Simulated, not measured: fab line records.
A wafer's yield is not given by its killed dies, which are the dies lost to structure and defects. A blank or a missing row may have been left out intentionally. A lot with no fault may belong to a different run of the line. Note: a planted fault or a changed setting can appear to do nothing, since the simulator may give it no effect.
fab line records -- flow sky130 -- part 1 of 2: steps 1 to 24 of 34
record lots=5, wafers=15, lastDay=47
route steps=708 shown NWELL@63 PWDE@84 VT_ADJUST_HVTP@85 VT_ADJUST_LVTN@97
lots with no fault: from the same line, run without faults
startH: start of the lot's first displayed wafer, in hours after the record's first day -- waitH: hours from the lot's prior step to this one -- " as in the row above -- L1.1+2: several wafers, shown together as one row -- - no value, or no start given -- * or withheld: withheld -- < > ~ a bound
route shown NAME@n: names a module that has steps shown in the file, with the first one's number in the route -- usual: mean and standard deviation over wafers with no fault -- same: alike in all rows -- chamber/n: place in a boat -- sites: the reading at each site -- _std_site: their standard deviation -- _edge_site: mean of outer sites minus mean of inner sites -- radiusMm: for every site, how far away it sits from the centre of the wafer -- mask NAME#n: copy n -- behind: the most recent tool/chamber to have shaped the wafer -- hold: what put the lot on hold/how long, in hours/how the hold closed -- device: the n, p or np transistor that did not switch -- end of line: the route-end tests of the same wafers -- for a step that has no rows: nothing shown but its recipe -- killed: dies lost to structure and defects at the first sort, not the wafer's yield -- map: per-die view of a wafer (x killed, . not killed, _ where there is no die)
set.NAME: setting as actually run; set.NAME@STEP: the setting as run at that earlier step -- model.NAME: the simulator's own value behind a step, which no gauge read
lots at some steps of the route; a table a step, a row a wafer
services: from which hour (startH, from the record's first day; less than 0 if before it) a tool's chamber was out of use, for how many hours, and why
## steps
# step SKY_NWELL_OVL_MEAS_10
# usual NWELL_00_OVL=-0.7/1.6
lot.wafer,tool,chamber,startH,waitH,NWELL_00_OVL[nm]
L075.4,overlay-01,-,88.12,-,-3.3
L075.5,overlay-01,-,88.12,-,-2.1
L075.6,overlay-01,-,88.12,-,-2.6
L077.2,overlay-02,-,99.81,-,2.0
L077.5,overlay-02,-,99.81,-,2.1
L077.6,overlay-02,-,99.81,-,1.7
L078.3,overlay-01,-,105.27,-,2.1
L078.4,overlay-01,-,105.27,-,2.4
L078.6,overlay-01,-,105.27,-,-0.7
L079.4,overlay-01,-,110.28,-,-1.1
L079.5,overlay-01,-,110.28,-,-1.6
L079.6,overlay-01,-,110.28,-,-1.2
L082.2,overlay-02,-,145.07,-,2.1
L082.3,overlay-02,-,145.07,-,-0.3
L082.5,overlay-02,-,145.07,-,1.4
# step SKY_NWELL_IMPLANT_11
# recipe species=P, energyKev=400, doseCm2=1.9e+13, tiltDeg=withheld
# usual doseIonsCm2=1.9005e+13/1.8e+10
lot.wafer,tool,chamber,startH,waitH,doseIonsCm2
L075.4,implanter-04,0,88.22,0.1,1.904e+13
L075.5,implanter-04,0,88.22,0.1,1.9004e+13
L075.6,implanter-04,0,88.22,0.1,1.9036e+13
L077.2,implanter-01,0,99.87,0.0,1.9021e+13
L077.5,implanter-01,0,99.87,0.0,1.8998e+13
L077.6,implanter-01,0,99.87,0.0,1.9007e+13
L078.3,implanter-01,0,105.35,0.1,1.9032e+13
L078.4,implanter-01,0,105.35,0.1,1.8992e+13
L078.6,implanter-01,0,105.35,0.1,1.9031e+13
L079.4,implanter-04,0,110.44,0.2,1.9023e+13
L079.5,implanter-04,0,110.44,0.2,1.8997e+13
L079.6,implanter-04,0,110.44,0.2,1.8994e+13
L082.2,implanter-04,0,145.12,0.0,1.8973e+13
L082.3,implanter-04,0,145.12,0.0,1.8971e+13
L082.5,implanter-04,0,145.12,0.0,1.9004e+13
# step SKY_NWELL_IMPLANT_12
# recipe species=P, energyKev=120, doseCm2=1.3e+12, tiltDeg=withheld
# usual doseIonsCm2=1.3001e+12/1.3e+09
lot.wafer,tool,chamber,startH,waitH,doseIonsCm2
L075.4,implanter-04,0,88.37,0.1,1.3015e+12
L075.5,implanter-04,0,88.37,0.1,1.3007e+12
L075.6,implanter-04,0,88.37,0.1,1.2985e+12
L077.2,implanter-01,0,100.02,0.1,1.3006e+12
L077.5,implanter-01,0,100.02,0.1,1.3e+12
L077.6,implanter-01,0,100.02,0.1,1.3003e+12
L078.3,implanter-01,0,105.50,0.1,1.3012e+12
L078.4,implanter-01,0,105.50,0.1,1.3004e+12
L078.6,implanter-01,0,105.50,0.1,1.2998e+12
L079.4,implanter-04,0,110.59,0.1,1.2977e+12
L079.5,implanter-04,0,110.59,0.1,1.3002e+12
L079.6,implanter-04,0,110.59,0.1,1.2979e+12
L082.2,implanter-04,0,145.27,0.1,1.3e+12
L082.3,implanter-04,0,145.27,0.1,1.2996e+12
L082.5,implanter-04,0,145.27,0.1,1.3001e+12
# step SKY_NWELL_IMPLANT_13
# recipe species=P, energyKev=50, doseCm2=7e+11, tiltDeg=withheld
# usual doseIonsCm2=6.998e+11/6.6e+08
lot.wafer,tool,chamber,startH,waitH,doseIonsCm2
L075.4,implanter-04,0,88.52,0.1,6.989e+11
L075.5,implanter-04,0,88.52,0.1,6.994e+11
L075.6,implanter-04,0,88.52,0.1,6.989e+11
L077.2,implanter-01,0,100.17,0.1,6.998e+11
L077.5,implanter-01,0,100.17,0.1,7.011e+11
L077.6,implanter-01,0,100.17,0.1,7.006e+11
L078.3,implanter-01,0,105.65,0.1,7.007e+11
L078.4,implanter-01,0,105.65,0.1,6.996e+11
L078.6,implanter-01,0,105.65,0.1,6.997e+11
L079.4,implanter-04,0,110.74,0.1,7.008e+11
L079.5,implanter-04,0,110.74,0.1,7.003e+11
L079.6,implanter-04,0,110.74,0.1,7.004e+11
L082.2,implanter-04,0,145.42,0.1,6.995e+11
L082.3,implanter-04,0,145.42,0.1,7.008e+11
L082.5,implanter-04,0,145.42,0.1,6.994e+11
# step SKY_NWELL_STRIP_14
# recipe chemistry=O2/N2, powerW=1400, pressureMtorr=1500, platenTempC=withheld, o2FlowSccm=3000, n2FlowSccm=300, overashFraction=0.5
# usual drypumpMotorCurrentA=5.6/0.44, oesProductAu=0.723/0.005, stripTimeToEndpointS=36.97/0.12
lot.wafer,tool,chamber,startH,waitH,drypumpMotorCurrentA,oesProductAu,rfHoursCounterH,stripTimeToEndpointS
L075.4,plasmaAsher-03,1,88.63,0.1,5.6,0.710,-,36.93
L075.5,plasmaAsher-03,0,88.63,0.1,6.1,0.726,-,37.01
L075.6,plasmaAsher-03,1,88.63,0.1,5.5,0.720,-,36.89
L077.2,plasmaAsher-01,1,100.29,0.1,6.0,0.726,37,37.09
L077.5,plasmaAsher-01,0,100.29,0.1,5.4,0.727,-,36.93
L077.6,plasmaAsher-01,1,100.29,0.1,6.0,0.717,-,36.99
L078.3,plasmaAsher-01,1,105.78,0.1,6.0,0.717,-,37.08
L078.4,plasmaAsher-01,0,105.78,0.1,5.4,0.724,-,37.08
L078.6,plasmaAsher-01,0,105.78,0.1,5.4,0.717,-,37.01
L079.4,plasmaAsher-01,1,110.85,0.1,6.0,0.727,-,37.15
L079.5,plasmaAsher-01,1,110.85,0.1,6.0,0.726,-,36.97
L079.6,plasmaAsher-01,0,110.85,0.1,5.4,0.715,-,36.99
L082.2,plasmaAsher-01,1,145.55,0.1,6.0,0.729,42,37.28
L082.3,plasmaAsher-01,0,145.55,0.1,5.4,0.720,-,37.10
L082.5,plasmaAsher-01,1,145.55,0.1,6.0,0.724,-,37.20
# step SKY_NWELL_TW_MEAS_15
# usual NWELL_TW=1807/12
lot.wafer,tool,chamber,startH,waitH,NWELL_TW
L075.4,filmMetro-02,-,88.72,0.1,1819
L075.5,filmMetro-02,-,88.72,0.1,1814
L075.6,filmMetro-02,-,88.72,0.1,1817
L077.2,filmMetro-02,-,100.40,0.1,1817
L077.5,filmMetro-02,-,100.40,0.1,1824
L077.6,filmMetro-02,-,100.40,0.1,1834
L078.3,filmMetro-01,-,105.87,0.1,1795
L078.4,filmMetro-01,-,105.87,0.1,1810
L078.6,filmMetro-01,-,105.87,0.1,1793
L079.4,filmMetro-01,-,110.95,0.1,1790
L079.5,filmMetro-01,-,110.95,0.1,1796
L079.6,filmMetro-01,-,110.95,0.1,1797
L082.2,filmMetro-04,-,145.66,0.1,1802
L082.3,filmMetro-04,-,145.66,0.1,1799
L082.5,filmMetro-04,-,145.66,0.1,1797
# step SKY_NWELL_DEHYDRATE_16
# recipe tempC=200, timeS=60
# usual exhaustPa=44.9/0.94, heaterPowerTotalW=160.37/0.13
lot.wafer,tool,chamber,startH,waitH,exhaustPa,heaterPowerTotalW
L075.4,lithoTrack-02,0,96.08,7.3,44.4,160.44
L075.5,lithoTrack-02,0,96.08,7.3,44.8,160.47
L075.6,lithoTrack-02,0,96.08,7.3,45.3,160.25
L077.2,lithoTrack-03,0,108.29,7.9,45.3,160.23
L077.5,lithoTrack-03,0,108.29,7.9,44.7,160.31
L077.6,lithoTrack-03,0,108.29,7.9,44.8,160.35
L078.3,lithoTrack-03,0,114.06,8.2,44.7,160.36
L078.4,lithoTrack-03,0,114.06,8.2,43.9,160.26
L078.6,lithoTrack-03,0,114.06,8.2,46.2,160.45
L079.4,lithoTrack-01,0,119.29,8.3,43.5,160.42
L079.5,lithoTrack-01,0,119.29,8.3,44.4,160.51
L079.6,lithoTrack-01,0,119.29,8.3,45.1,160.22
L082.2,lithoTrack-01,0,154.89,9.2,45.2,160.26
L082.3,lithoTrack-01,0,154.89,9.2,43.9,160.14
L082.5,lithoTrack-01,0,154.89,9.2,45.7,160.23
# step SKY_NWELL_HMDS_17
# recipe primeTimeS=60, primeTempC=120
# usual exhaustPa=44.9/0.82
lot.wafer,tool,chamber,startH,waitH,exhaustPa
L075.4,lithoTrack-02,0,96.23,0.1,45.0
L075.5,lithoTrack-02,0,96.23,0.1,45.7
L075.6,lithoTrack-02,0,96.23,0.1,43.8
L077.2,lithoTrack-03,0,108.44,0.1,44.7
L077.5,lithoTrack-03,0,108.44,0.1,45.2
L077.6,lithoTrack-03,0,108.44,0.1,44.1
L078.3,lithoTrack-03,0,114.21,0.1,42.6
L078.4,lithoTrack-03,0,114.21,0.1,44.7
L078.6,lithoTrack-03,0,114.21,0.1,43.9
L079.4,lithoTrack-01,0,119.44,0.1,45.3
L079.5,lithoTrack-01,0,119.44,0.1,45.0
L079.6,lithoTrack-01,0,119.44,0.1,45.7
L082.2,lithoTrack-01,0,155.04,0.1,44.8
L082.3,lithoTrack-01,0,155.04,0.1,44.4
L082.5,lithoTrack-01,0,155.04,0.1,46.4
# step SKY_NWELL_COAT_18
# recipe spinRpm=2000, resistThkNm=3000
# usual exhaustPa=45.1/0.98
lot.wafer,tool,chamber,startH,waitH,exhaustPa
L075.4,lithoTrack-02,0,96.38,0.1,45.6
L075.5,lithoTrack-02,0,96.38,0.1,44.9
L075.6,lithoTrack-02,0,96.38,0.1,45.4
L077.2,lithoTrack-03,0,108.59,0.1,45.1
L077.5,lithoTrack-03,0,108.59,0.1,45.0
L077.6,lithoTrack-03,0,108.59,0.1,45.7
L078.3,lithoTrack-03,0,114.36,0.1,42.4
L078.4,lithoTrack-03,0,114.36,0.1,43.7
L078.6,lithoTrack-03,0,114.36,0.1,44.4
L079.4,lithoTrack-01,0,119.59,0.1,44.3
L079.5,lithoTrack-01,0,119.59,0.1,45.3
L079.6,lithoTrack-01,0,119.59,0.1,45.5
L082.2,lithoTrack-01,0,155.19,0.1,45.8
L082.3,lithoTrack-01,0,155.19,0.1,47.4
L082.5,lithoTrack-01,0,155.19,0.1,46.6
# step SKY_NWELL_SOFTBAKE_19
# recipe tempC=110, timeS=withheld
# usual exhaustPa=45.1/0.96, heaterPowerTotalW=65.32/0.13
lot.wafer,tool,chamber,startH,waitH,exhaustPa,heaterPowerTotalW
L075.4,lithoTrack-02,0,96.56,0.1,43.9,65.33
L075.5,lithoTrack-02,0,96.56,0.1,42.7,65.38
L075.6,lithoTrack-02,0,96.56,0.1,44.3,65.14
L077.2,lithoTrack-03,0,108.75,0.1,46.1,65.21
L077.5,lithoTrack-03,0,108.75,0.1,46.9,65.49
L077.6,lithoTrack-03,0,108.75,0.1,47.0,65.15
L078.3,lithoTrack-03,0,114.53,0.1,44.2,65.39
L078.4,lithoTrack-03,0,114.53,0.1,44.7,65.24
L078.6,lithoTrack-03,0,114.53,0.1,44.4,65.26
L079.4,lithoTrack-01,0,119.76,0.1,45.0,65.26
L079.5,lithoTrack-01,0,119.76,0.1,45.9,65.45
L079.6,lithoTrack-01,0,119.76,0.1,45.2,65.32
L082.2,lithoTrack-01,0,155.34,0.1,45.5,65.44
L082.3,lithoTrack-01,0,155.34,0.1,45.4,65.40
L082.5,lithoTrack-01,0,155.34,0.1,44.7,65.29
# step SKY_NWELL_EXPOSE_20
# recipe maskId=NWM_COMPLEMENT, na=0.6, sourceShape=conventional, sigmaOuter=0.6, polarization=unpolarized, targetCdNm=840, doseMj=260
lot.wafer,tool,chamber,startH,waitH,mask
L075.4+5+6,ilineStepper-01,0,-,-,NWM_COMPLEMENT#0
L077.2+5+6,ilineStepper-02,0,-,-,NWM_COMPLEMENT#0
L078.3+4+6,ilineStepper-02,0,-,-,NWM_COMPLEMENT#0
L079.4+5+6,ilineStepper-02,0,-,-,NWM_COMPLEMENT#0
L082.2+3+5,ilineStepper-01,0,-,-,NWM_COMPLEMENT#0
# step SKY_NWELL_PEB_21
# recipe tempC=115, timeS=withheld
# usual exhaustPa=44.8/0.9, heaterPowerTotalW=69.36/0.13
lot.wafer,tool,chamber,startH,waitH,exhaustPa,heaterPowerTotalW
L075.4,lithoTrack-02,0,-,-,44.5,69.26
L075.5,lithoTrack-02,0,-,-,43.0,69.48
L075.6,lithoTrack-02,0,-,-,45.2,69.24
L077.2,lithoTrack-03,0,-,-,45.0,69.31
L077.5,lithoTrack-03,0,-,-,45.3,69.45
L077.6,lithoTrack-03,0,-,-,44.4,69.50
L078.3,lithoTrack-03,0,-,-,46.9,69.54
L078.4,lithoTrack-03,0,-,-,47.1,69.42
L078.6,lithoTrack-03,0,-,-,46.1,69.40
L079.4,lithoTrack-03,0,-,-,42.9,69.40
L079.5,lithoTrack-03,0,-,-,46.2,69.15
L079.6,lithoTrack-03,0,-,-,45.2,69.48
L082.2,lithoTrack-01,0,-,-,43.2,69.50
L082.3,lithoTrack-01,0,-,-,44.7,69.36
L082.5,lithoTrack-01,0,-,-,44.6,69.54
# step SKY_NWELL_DEVELOP_22
# recipe wallAngleDeg=90, developer=TMAH, developTimeS=60, devTempC=23
# usual exhaustPa=45.2/0.87
lot.wafer,tool,chamber,startH,waitH,exhaustPa
L075.4,lithoTrack-02,0,-,-,44.5
L075.5,lithoTrack-02,0,-,-,44.5
L075.6,lithoTrack-02,0,-,-,44.6
L077.2,lithoTrack-03,0,-,-,46.2
L077.5,lithoTrack-03,0,-,-,46.1
L077.6,lithoTrack-03,0,-,-,44.9
L078.3,lithoTrack-03,0,-,-,47.0
L078.4,lithoTrack-03,0,-,-,45.6
L078.6,lithoTrack-03,0,-,-,44.4
L079.4,lithoTrack-03,0,-,-,45.0
L079.5,lithoTrack-03,0,-,-,44.1
L079.6,lithoTrack-03,0,-,-,44.0
L082.2,lithoTrack-01,0,-,-,47.2
L082.3,lithoTrack-01,0,-,-,45.3
L082.5,lithoTrack-01,0,-,-,45.6
# step SKY_NWELL_OVL_MEAS_23
# usual NWELL_01_OVL=-0.6/1.4
lot.wafer,tool,chamber,startH,waitH,NWELL_01_OVL[nm]
L075.4,overlay-01,-,104.97,-,-3.5
L075.5,overlay-01,-,104.97,-,-3.5
L075.6,overlay-01,-,104.97,-,-4.0
L077.2,overlay-01,-,117.22,-,0.1
L077.5,overlay-01,-,117.22,-,1.1
L077.6,overlay-01,-,117.22,-,-0.5
L078.3,overlay-02,-,123.67,-,-1.5
L078.4,overlay-02,-,123.67,-,0.0
L078.6,overlay-02,-,123.67,-,0.9
L079.4,overlay-02,-,129.38,-,-0.4
L079.5,overlay-02,-,129.38,-,0.1
L079.6,overlay-02,-,129.38,-,-0.3
L082.2,overlay-02,-,165.42,-,0.8
L082.3,overlay-02,-,165.42,-,-1.2
L082.5,overlay-02,-,165.42,-,-1.9
# step SKY_NWELL_IMPLANT_24
# recipe species=B, energyKev=140, doseCm2=9.2e+12, tiltDeg=withheld
# usual doseIonsCm2=9.201e+12/8.8e+09
lot.wafer,tool,chamber,startH,waitH,doseIonsCm2
L075.4,implanter-04,0,105.07,0.1,9.209e+12
L075.5,implanter-04,0,105.07,0.1,9.2e+12
L075.6,implanter-04,0,105.07,0.1,9.216e+12
L077.2,implanter-01,0,117.32,0.1,9.194e+12
L077.5,implanter-01,0,117.32,0.1,9.203e+12
L077.6,implanter-01,0,117.32,0.1,9.196e+12
L078.3,implanter-04,0,123.75,0.1,9.186e+12
L078.4,implanter-04,0,123.75,0.1,9.203e+12
L078.6,implanter-04,0,123.75,0.1,9.202e+12
L079.4,implanter-04,0,129.47,0.1,9.197e+12
L079.5,implanter-04,0,129.47,0.1,9.199e+12
L079.6,implanter-04,0,129.47,0.1,9.184e+12
L082.2,implanter-04,0,165.47,0.0,9.201e+12
L082.3,implanter-04,0,165.47,0.0,9.199e+12
L082.5,implanter-04,0,165.47,0.0,9.203e+12
# step SKY_NWELL_STRIP_25
# recipe chemistry=O2/N2, powerW=1400, pressureMtorr=1500, platenTempC=withheld, o2FlowSccm=3000, n2FlowSccm=300, overashFraction=0.5
# usual drypumpMotorCurrentA=5.6/0.42, oesProductAu=0.723/0.0051, stripTimeToEndpointS=36.90/0.1
lot.wafer,tool,chamber,startH,waitH,drypumpMotorCurrentA,oesProductAu,rfHoursCounterH,stripTimeToEndpointS
L075.4,plasmaAsher-03,0,105.17,0.1,6.1,0.721,-,36.94
L075.5,plasmaAsher-03,0,105.17,0.1,6.0,0.724,-,36.97
L075.6,plasmaAsher-03,1,105.17,0.1,5.5,0.731,-,37.09
L077.2,plasmaAsher-03,1,117.44,0.1,5.5,0.723,29,37.01
L077.5,plasmaAsher-03,1,117.44,0.1,5.5,0.721,-,37.11
L077.6,plasmaAsher-03,0,117.44,0.1,6.1,0.729,-,37.05
L078.3,plasmaAsher-01,0,123.88,0.1,5.4,0.725,-,36.87
L078.4,plasmaAsher-01,1,123.88,0.1,6.0,0.722,-,37.08
L078.6,plasmaAsher-01,0,123.88,0.1,5.4,0.712,-,37.07
L079.4,plasmaAsher-03,1,129.58,0.1,5.6,0.724,-,36.94
L079.5,plasmaAsher-03,1,129.58,0.1,5.6,0.723,-,36.89
L079.6,plasmaAsher-03,0,129.58,0.1,6.0,0.718,-,36.95
L082.2,plasmaAsher-04,1,165.60,0.1,4.7,0.726,6,36.94
L082.3,plasmaAsher-04,1,165.60,0.1,4.7,0.724,-,37.05
L082.5,plasmaAsher-04,0,165.60,0.1,5.2,0.728,-,36.92
# step SKY_NWELL_TW_MEAS_26
# usual NWELL_2_TW=494/3.1
lot.wafer,tool,chamber,startH,waitH,NWELL_2_TW
L075.4,filmMetro-02,-,105.27,0.1,495
L075.5,filmMetro-02,-,105.27,0.1,497
L075.6,filmMetro-02,-,105.27,0.1,495
L077.2,filmMetro-04,-,117.55,0.1,494
L077.5,filmMetro-04,-,117.55,0.1,492
L077.6,filmMetro-04,-,117.55,0.1,495
L078.3,filmMetro-01,-,123.97,0.1,490
L078.4,filmMetro-01,-,123.97,0.1,492
L078.6,filmMetro-01,-,123.97,0.1,493
L079.4,filmMetro-04,-,129.68,0.1,495
L079.5,filmMetro-04,-,129.68,0.1,491
L079.6,filmMetro-04,-,129.68,0.1,493
L082.2,filmMetro-04,-,165.71,0.1,487
L082.3,filmMetro-04,-,165.71,0.1,490
L082.5,filmMetro-04,-,165.71,0.1,490
# step SKY_NWELL_CLEAN_27
# recipe chemistry=SC1/SC2, mix=1:4:20, tempC=70, timeS=150, dry=n2Spin
lot.wafer,tool,chamber,startH,waitH
L075.4+5+6,wetBench-03,2,105.30,0.0
L077.2+5+6,wetBench-03,1,117.60,0.0
L078.3+4+6,wetBench-03,3,124.01,0.0
L079.4+5+6,wetBench-01,1,129.71,0.0
L082.2+3+5,wetBench-03,2,165.76,0.0
# step SKY_NWELL_RTA_28
# recipe tempC=1050, timeS=30, idleTempC=650, rampUpCPerS=150, rampDownCPerS=90, ambient=N2
# usual chamberO2Ppm=2.006/0.021, lampPowerPct=25.31/0.052, wafer_temp_C_max=1054.8/0.88
lot.wafer,tool,chamber,startH,waitH,chamberO2Ppm,lampPowerPct,wafer_temp_C_max
L075.4,rtpAnneal-02,0,105.41,0.1,2.001,25.40,1053.1
L075.5,rtpAnneal-02,0,105.41,0.1,2.023,25.26,1056.1
L075.6,rtpAnneal-02,0,105.41,0.1,2.003,25.28,1054.8
L077.2,rtpAnneal-01,0,117.67,0.0,2.008,25.39,1055.1
L077.5,rtpAnneal-01,0,117.67,0.0,2.016,25.24,1054.3
L077.6,rtpAnneal-01,0,117.67,0.0,2.030,25.30,1055.0
L078.3,rtpAnneal-02,0,124.09,0.0,1.984,25.31,1054.9
L078.4,rtpAnneal-02,0,124.09,0.0,2.007,25.33,1054.8
L078.6,rtpAnneal-02,0,124.09,0.0,1.957,25.27,1053.7
L079.4,rtpAnneal-01,0,129.81,0.1,2.008,25.33,1055.7
L079.5,rtpAnneal-01,0,129.81,0.1,2.011,25.27,1055.5
L079.6,rtpAnneal-01,0,129.81,0.1,2.025,25.31,1054.6
L082.2,rtpAnneal-02,0,165.84,0.0,2.019,25.30,1056.2
L082.3,rtpAnneal-02,0,165.84,0.0,2.009,25.28,1055.4
L082.5,rtpAnneal-02,0,165.84,0.0,2.021,25.35,1055.3
# step SKY_NWELL_RS_MEAS_29
# recipe thkMeasGauge=four-point-probe
# usual NWELL_RS=624.2/1.9
lot.wafer,tool,chamber,startH,waitH,NWELL_RS[ohm/sq]
L075.4,filmMetro-04,-,105.52,0.1,624.9
L075.5,filmMetro-04,-,105.52,0.1,623.2
L075.6,filmMetro-04,-,105.52,0.1,622.4
L077.2,filmMetro-01,-,117.77,0.1,623.5
L077.5,filmMetro-01,-,117.77,0.1,622.5
L077.6,filmMetro-01,-,117.77,0.1,622.5
L078.3,filmMetro-01,-,124.20,0.1,625.1
L078.4,filmMetro-01,-,124.20,0.1,625.3
L078.6,filmMetro-01,-,124.20,0.1,625.0
L079.4,filmMetro-01,-,129.92,0.1,627.2
L079.5,filmMetro-01,-,129.92,0.1,626.2
L079.6,filmMetro-01,-,129.92,0.1,626.7
L082.2,filmMetro-01,-,166.03,0.2,624.8
L082.3,filmMetro-01,-,166.03,0.2,626.0
L082.5,filmMetro-01,-,166.03,0.2,625.5
# step SKY_NWELL_RS_MEAS_31
# recipe thkMeasGauge=four-point-probe
# usual PWDE_RS=5268/19
lot.wafer,tool,chamber,startH,waitH,PWDE_RS[ohm/sq]
L075.4,filmMetro-04,-,105.76,0.1,5247
L075.5,filmMetro-04,-,105.76,0.1,5230
L075.6,filmMetro-04,-,105.76,0.1,5270
L077.2,filmMetro-01,-,118.01,0.1,5255
L077.5,filmMetro-01,-,118.01,0.1,5255
L077.6,filmMetro-01,-,118.01,0.1,5248
L078.3,filmMetro-01,-,124.44,0.1,5285
L078.4,filmMetro-01,-,124.44,0.1,5283
L078.6,filmMetro-01,-,124.44,0.1,5302
L079.4,filmMetro-01,-,130.16,0.1,5279
L079.5,filmMetro-01,-,130.16,0.1,5297
L079.6,filmMetro-01,-,130.16,0.1,5292
L082.2,filmMetro-01,-,166.27,0.1,5286
L082.3,filmMetro-01,-,166.27,0.1,5289
L082.5,filmMetro-01,-,166.27,0.1,5286
# step SKY_VT_ADJUST_HVTP_DEHYDRATE_00
# recipe tempC=200, timeS=60
# usual exhaustPa=45.0/0.9, heaterPowerTotalW=160.37/0.13
lot.wafer,tool,chamber,startH,waitH,exhaustPa,heaterPowerTotalW
L075.4,lithoTrack-02,0,113.88,8.1,44.7,160.49
L075.5,lithoTrack-02,0,113.88,8.1,46.6,160.56
L075.6,lithoTrack-02,0,113.88,8.1,45.3,160.31
L077.2,lithoTrack-04,0,126.94,8.9,44.7,160.27
L077.5,lithoTrack-04,0,126.94,8.9,44.5,160.36
L077.6,lithoTrack-04,0,126.94,8.9,43.6,160.39
L078.3,lithoTrack-02,0,133.06,8.6,45.1,160.28
L078.4,lithoTrack-02,0,133.06,8.6,45.9,160.26
L078.6,lithoTrack-02,0,133.06,8.6,45.8,160.68
L079.4,lithoTrack-02,0,138.93,8.7,45.0,160.30
L079.5,lithoTrack-02,0,138.93,8.7,44.3,160.19
L079.6,lithoTrack-02,0,138.93,8.7,44.0,160.47
L082.2,lithoTrack-03,0,176.09,9.8,45.2,160.57
L082.3,lithoTrack-03,0,176.09,9.8,45.4,160.65
L082.5,lithoTrack-03,0,176.09,9.8,45.1,160.34
# step SKY_VT_ADJUST_HVTP_HMDS_01
# recipe primeTimeS=60, primeTempC=120
# usual exhaustPa=44.9/0.83
lot.wafer,tool,chamber,startH,waitH,exhaustPa
L075.4,lithoTrack-02,0,114.03,0.1,45.9
L075.5,lithoTrack-02,0,114.03,0.1,44.0
L075.6,lithoTrack-02,0,114.03,0.1,44.5
L077.2,lithoTrack-04,0,127.09,0.1,45.2
L077.5,lithoTrack-04,0,127.09,0.1,45.4
L077.6,lithoTrack-04,0,127.09,0.1,46.1
L078.3,lithoTrack-02,0,133.21,0.1,44.1
L078.4,lithoTrack-02,0,133.21,0.1,44.9
L078.6,lithoTrack-02,0,133.21,0.1,45.9
L079.4,lithoTrack-02,0,139.08,0.1,45.0
L079.5,lithoTrack-02,0,139.08,0.1,45.7
L079.6,lithoTrack-02,0,139.08,0.1,44.9
L082.2,lithoTrack-03,0,176.24,0.1,44.0
L082.3,lithoTrack-03,0,176.24,0.1,45.7
L082.5,lithoTrack-03,0,176.24,0.1,44.8
# step SKY_VT_ADJUST_HVTP_COAT_02
# recipe resist=NOVOLAK, spinRpm=3000, resistThkNm=1140
# usual exhaustPa=45.1/0.86
lot.wafer,tool,chamber,startH,waitH,exhaustPa
L075.4,lithoTrack-02,0,114.18,0.1,45.0
L075.5,lithoTrack-02,0,114.18,0.1,45.9
L075.6,lithoTrack-02,0,114.18,0.1,44.7
L077.2,lithoTrack-04,0,127.24,0.1,44.8
L077.5,lithoTrack-04,0,127.24,0.1,45.8
L077.6,lithoTrack-04,0,127.24,0.1,46.0
L078.3,lithoTrack-02,0,133.36,0.1,46.3
L078.4,lithoTrack-02,0,133.36,0.1,45.8
L078.6,lithoTrack-02,0,133.36,0.1,45.9
L079.4,lithoTrack-02,0,139.23,0.1,46.5
L079.5,lithoTrack-02,0,139.23,0.1,44.6
L079.6,lithoTrack-02,0,139.23,0.1,45.1
L082.2,lithoTrack-03,0,176.39,0.1,45.6
L082.3,lithoTrack-03,0,176.39,0.1,43.6
L082.5,lithoTrack-03,0,176.39,0.1,43.3
